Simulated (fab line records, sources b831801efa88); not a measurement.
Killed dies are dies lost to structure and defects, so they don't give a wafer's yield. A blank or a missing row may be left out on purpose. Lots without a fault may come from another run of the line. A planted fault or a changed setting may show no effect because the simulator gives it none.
fab line records | flow sky130
record lots=11 wafers=33 last_day=50
route steps=708 shown METAL3@567 VIA3@588 VIA4@639 METAL5@675
lots that met no fault: from a run of the same line without faults
start_h: hours from the record's first day to the start of the lot's first wafer shown | wait_h: hours since the lot's step before | " the same as in the row above | L1.1+2: a row that stands for several wafers | - no value, or no start given | * or withheld: withheld | < > ~ a bound
route shown NAME@n: a module of which the file shows steps, and the number in the route of the first | usual: mean/standard deviation of fault-free wafers | same: alike in all rows | chamber/n: place in a boat | sites: the reading at each site | _std_site: their standard deviation | _edge_site: outer sites' mean less inner sites' | radius_mm: how far each site lies from the wafer's centre | mask NAME#n: copy n | behind: the tool/chamber that last shaped the wafer | hold: why the lot was held/for how many hours/how that ended | device: the transistor (n, p or np) that didn't switch | end of line: the same wafers' tests at the end of the route | a step without rows: its recipe alone | killed: dies lost to structure and defects at the first sort, not the wafer's yield | map: a wafer's dies, x killed, . not, _ none there
set.NAME: the setting as run; set.NAME@STEP: as run at that earlier step | model.NAME: the simulator's own value behind a step, which no gauge read
steps of the route over a sample of lots; a table a step, a row a wafer
services: from which hour (start_h, from the record's first day; less than 0 if before it) a tool's chamber was out of use, for how many hours, and why
## steps
# step SKY_METAL3_ETCH_17
# recipe target=SiO2 stop_on=TiN chemistry=C4F8/O2/Ar source_w=1500 bias_w=1200 pressure_mtorr=40 c4f8_flow_sccm=withheld O2_flow_sccm=6 Ar_flow_sccm=300 time_s=3.9 target_depth_a=150
# usual oes_product_au=0.755/0.007
# columns lot.wafer tool chamber start_h wait_h oes_product_au rf_hours_counter_h
L530.2 rie_diel-04 3 921.56 0.1 0.741 10
L530.3 " 0 " " 0.749 11
L530.6 " 2 " " 0.752 -
L532.1 rie_diel-02 3 928.38 0.1 0.743 7
L532.3 " 0 " " 0.762 22
L532.4 " 1 " " 0.758 11
L533.2 rie_diel-04 3 939.96 0.1 0.747 10
L533.3 " 1 " " 0.754 14
L533.5 " 2 " " 0.751 -
L538.1 rie_diel-03 2 983.96 0.1 0.744 20
L538.4 " 3 " " 0.769 4
L538.6 " 1 " " 0.757 -
L539.1 rie_diel-02 0 985.38 0.1 0.747 23
L539.2 " 2 " " 0.752 19
L539.4 " 1 " " 0.767 13
L541.1 rie_diel-04 2 996.51 0.1 0.743 5
L541.3 " 0 " " 0.764 13
L541.5 " 2 " " 0.759 -
L543.2 rie_diel-03 3 1006.76 0.1 0.751 4
L543.5 " 1 " " 0.758 -
L543.6 " 3 " " 0.756 -
L545.1 rie_diel-04 1 1019.41 0.1 0.754 16
L545.2 " 3 " " 0.748 13
L545.6 " 1 " " 0.751 -
L547.1 rie_diel-02 2 1030.63 0.1 0.750 21
L547.2 " 1 " " 0.746 14
L547.6 " 0 " " 0.759 -
L549.4 rie_diel-02 3 1043.71 0.0 0.761 11
L549.5 " 3 " " 0.761 -
L549.6 " 2 " " 0.759 -
L551.4 rie_diel-04 2 1072.31 0.0 0.758 7
L551.5 " 3 " " 0.755 -
L551.6 " 2 " " 0.768 -
# step SKY_VIA3_ETCH_15
# recipe target=SiO2 chemistry=C4F8/O2/Ar target_depth_nm=507 stop_on=TiN mask_material=KrF-thick source_w=1500 bias_w=1200 pressure_mtorr=40 c4f8_flow_sccm=withheld O2_flow_sccm=6 Ar_flow_sccm=300 time_s=78
# usual oes_product_au=0.946/0.0041
# columns lot.wafer tool chamber start_h wait_h oes_product_au rf_hours_counter_h
L530.2 rie_diel-02 2 947.97 0.0 0.941 18
L530.3 " 0 " " 0.952 22
L530.6 " 3 " " 0.946 -
L532.1 rie_diel-01 3 954.57 0.0 0.948 20
L532.3 " 2 " " 0.943 11
L532.4 " 2 " " 0.951 -
L533.2 rie_diel-01 2 966.10 0.0 0.947 11
L533.3 " 0 " " 0.951 10
L533.5 " 2 " " 0.943 -
L538.1 rie_diel-02 1 1009.20 0.0 0.944 14
L538.4 " 3 " " 0.946 10
L538.6 " 1 " " 0.943 -
L539.1 rie_diel-03 1 1010.35 0.0 0.941 9
L539.2 " 3 " " 0.943 4
L539.4 " 2 " " 0.943 -
L541.1 rie_diel-03 2 1020.72 0.0 0.944 21
L541.3 " 3 " " 0.949 4
L541.5 " 1 " " 0.945 -
L543.2 rie_diel-03 3 1031.05 0.0 0.944 5
L543.5 " 2 " " 0.950 -
L543.6 " 1 " " 0.947 -
L545.1 rie_diel-01 3 1043.97 0.0 0.945 23
L545.2 " 2 " " 0.951 14
L545.6 " 3 " " 0.943 -
L547.1 rie_diel-03 2 1053.37 0.0 0.948 22
L547.2 " 1 " " 0.941 11
L547.6 " 3 " " 0.947 -
L549.4 rie_diel-03 3 1068.44 0.0 0.934 6
L549.5 " 0 " " 0.951 -
L549.6 " 1 " " 0.946 -
L551.4 rie_diel-03 3 1095.30 0.0 0.938 7
L551.5 " 2 " " 0.945 -
L551.6 " 1 " " 0.947 -
# step SKY_VIA4_HDPCVD_00
# recipe material=SiO2 target_thk_nm=1750 sigma_open_frac=0.3 time_s=291.7 temp_c=400 sih4_flow_sccm=60 pressure_mtorr=6
# usual run_length_s=319.5/0.51
# columns lot.wafer tool chamber start_h wait_h run_length_s
L530.2 hdpcvd-01 0 999.97 0.0 319.8
L530.3 " 2 " " 320.0
L530.6 " 1 " " 319.5
L532.1 hdpcvd-02 1 1005.35 0.0 319.0
L532.3 " 0 " " 318.7
L532.4 " 0 " " 319.2
L533.2 hdpcvd-02 1 1017.23 0.0 319.1
L533.3 " 2 " " 319.7
L533.5 " 1 " " 319.2
L538.1 hdpcvd-02 1 1058.24 0.0 319.3
L538.4 " 2 " " 319.7
L538.6 " 1 " " 319.4
L539.1 hdpcvd-01 0 1058.87 0.0 320.0
L539.2 " 2 " " 319.6
L539.4 " 2 " " 319.7
L541.1 hdpcvd-02 1 1069.03 0.0 319.4
L541.3 " 0 " " 319.7
L541.5 " 2 " " 319.6
L543.2 hdpcvd-02 2 1077.30 0.0 319.5
L543.5 " 2 " " 319.4
L543.6 " 0 " " 349.1
L545.1 hdpcvd-01 0 1091.79 0.0 319.8
L545.2 " 2 " " 319.9
L545.6 " 2 " " 319.8
L547.1 hdpcvd-02 0 1100.18 0.0 349.5
L547.2 " 2 " " 319.8
L547.6 " 1 " " 319.8
L549.4 hdpcvd-01 1 1114.59 0.1 318.5
L549.5 " 2 " " 320.0
L549.6 " 0 " " 320.1
L551.4 hdpcvd-01 1 1138.62 0.1 319.3
L551.5 " 2 " " 320.1
L551.6 " 0 " " 319.8
# step SKY_VIA4_THK_MEAS_01
# recipe reads=SiO2_of_VIA4_HDPCVD_00
# usual VIA4_HDPCVD_THK=1741/20
# columns lot.wafer tool chamber start_h wait_h VIA4_HDPCVD_THK[nm]
L530.2 film_metro-02 - 1000.16 0.1 1757
L530.3 " - " " 1747
L530.6 " - " " 1740
L532.1 film_metro-04 - 1005.53 0.1 1748
L532.3 " - " " 1769
L532.4 " - " " 1786
L533.2 film_metro-04 - 1017.42 0.1 1734
L533.3 " - " " 1756
L533.5 " - " " 1744
L538.1 film_metro-02 - 1058.42 0.1 1724
L538.4 " - " " 1721
L538.6 " - " " 1732
L539.1 film_metro-01 - 1059.14 0.2 1784
L539.2 " - " " 1746
L539.4 " - " " 1760
L541.1 film_metro-01 - 1069.21 0.1 1716
L541.3 " - " " 1753
L541.5 " - " " 1720
L543.2 film_metro-02 - 1077.49 0.1 1732
L543.5 " - " " 1744
L543.6 " - " " 1954
L545.1 film_metro-02 - 1091.96 0.1 1750
L545.2 " - " " 1727
L545.6 " - " " 1729
L547.1 film_metro-02 - 1100.36 0.1 1945
L547.2 " - " " 1749
L547.6 " - " " 1738
L549.4 film_metro-02 - 1114.71 0.0 1730
L549.5 " - " " 1726
L549.6 " - " " 1750
L551.4 film_metro-04 - 1138.74 0.0 1688
L551.5 " - " " 1706
L551.6 " - " " 1722
# step SKY_METAL5_DESCUM_14
# recipe chemistry=O2 source_power_w=150 bias_power_w=0 pressure_mtorr=10 temp_c=40 time_s=11
# usual drypump_motor_current_A=5.3/0.42 oes_product_au=0.999/0.013
# columns lot.wafer tool chamber start_h wait_h drypump_motor_current_A oes_product_au rf_hours_counter_h
L530.2 rie_metal-01 0 1047.42 0.1 5.3 1.016 18
L530.3 " 1 " " 4.8 0.996 -
L530.6 " 1 " " 4.8 1.000 -
L532.1 rie_metal-04 0 1051.09 0.1 5.3 1.005 13
L532.3 " 0 " " 5.2 1.005 -
L532.4 " 1 " " 5.3 0.984 -
L533.2 rie_metal-01 0 1065.40 0.1 5.3 1.004 19
L533.3 " 0 " " 5.3 0.995 -
L533.5 " 1 " " 4.8 1.002 -
L538.1 rie_metal-04 1 1101.47 0.1 5.3 0.983 18
L538.4 " 0 " " 5.2 1.022 -
L538.6 " 0 " " 5.2 1.019 -
L539.1 rie_metal-01 0 1103.52 0.1 5.3 0.997 22
L539.2 " 1 " " 4.8 0.988 11
L539.4 " 0 " " 5.3 1.008 -
L541.1 rie_metal-02 1 1112.77 0.1 4.9 0.980 13
L541.3 " 0 " " 6.5 1.001 -
L541.5 " 1 " " 4.9 0.985 -
L543.2 rie_metal-04 1 1120.93 0.1 5.3 0.993 20
L543.5 " 0 " " 5.3 1.017 -
L543.6 " 1 " " 5.3 0.999 -
L545.1 rie_metal-04 1 1134.75 0.1 5.3 0.993 21
L545.2 " 0 " " 5.3 1.020 19
L545.6 " 1 " " 5.3 0.999 -
L547.1 rie_metal-04 1 1141.78 0.1 5.3 0.978 22
L547.2 " 0 " " 5.2 1.018 20
L547.6 " 1 " " 5.3 0.986 -
L549.4 rie_metal-02 1 1155.14 0.1 5.0 0.977 -
L549.5 " 1 " " 5.0 0.987 -
L549.6 " 0 " " 6.4 1.013 -
L551.4 rie_metal-01 0 1176.79 0.1 5.3 1.004 -
L551.5 " 1 " " 4.8 0.998 -
L551.6 " 0 " " 5.3 0.996 -
## services
# columns tool chamber start_h hours kind
rie_diel-03 1 899.67 6.2 repair
rie_diel-02 - 919.46 1.7 repair
rie_diel-03 3 929.04 6.7 repair
rie_diel-02 1 934.92 3.7 repair
hdpcvd-02 - 942.84 6.0 pm
rie_diel-03 3 945.49 3.3 repair
hdpcvd-02 - 948.84 2.8 pm
hdpcvd-01 - 950.25 15.0 pm
rie_diel-03 - 952.53 2.8 pm
rie_diel-04 3 982.85 1.9 repair
rie_diel-04 - 984.46 0.5 repair
rie_diel-02 - 991.60 0.7 repair
rie_diel-02 - 995.46 2.2 repair
hdpcvd-01 0 1020.90 23.7 repair
rie_diel-02 1 1022.27 7.2 repair
hdpcvd-01 1 1055.78 10.0 repair
hdpcvd-01 0 1064.86 7.5 repair
rie_diel-03 - 1129.33 0.5 repair
rie_diel-03 - 1139.49 0.4 repair
rie_diel-02 1 1148.20 10.1 repair
hdpcvd-02 2 1148.23 5.1 repair
rie_diel-02 3 1156.93 8.7 repair
rie_diel-03 0 1170.14 25.1 repair
rie_diel-03 3 1171.68 6.1 repair
## key
first_sign step=SKY_VIA4_HDPCVD_00 reading=run_length_s direction=up sigmas=58 usual=* struck=*
effect step=SKY_VIA4_THK_MEAS_01 reading=VIA4_HDPCVD_THK direction=up sigmas=10 usual=1741 struck=1950
met_at SKY_VIA4_HDPCVD_00
struck_lots L543,L547
struck_wafers L543.6,L547.1
not_acting_at SKY_METAL3_ETCH_17,SKY_VIA3_ETCH_15,SKY_METAL5_DESCUM_14
onset_between 1069.03 1077.30
fault kind=process_parameter_drift tool=hdpcvd-02 chamber=0 onset_h=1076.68 steps=SKY_VIA4_HDPCVD_00 channel=time_s offset=* shape=step end_h=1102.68 acts_in=* stated=*
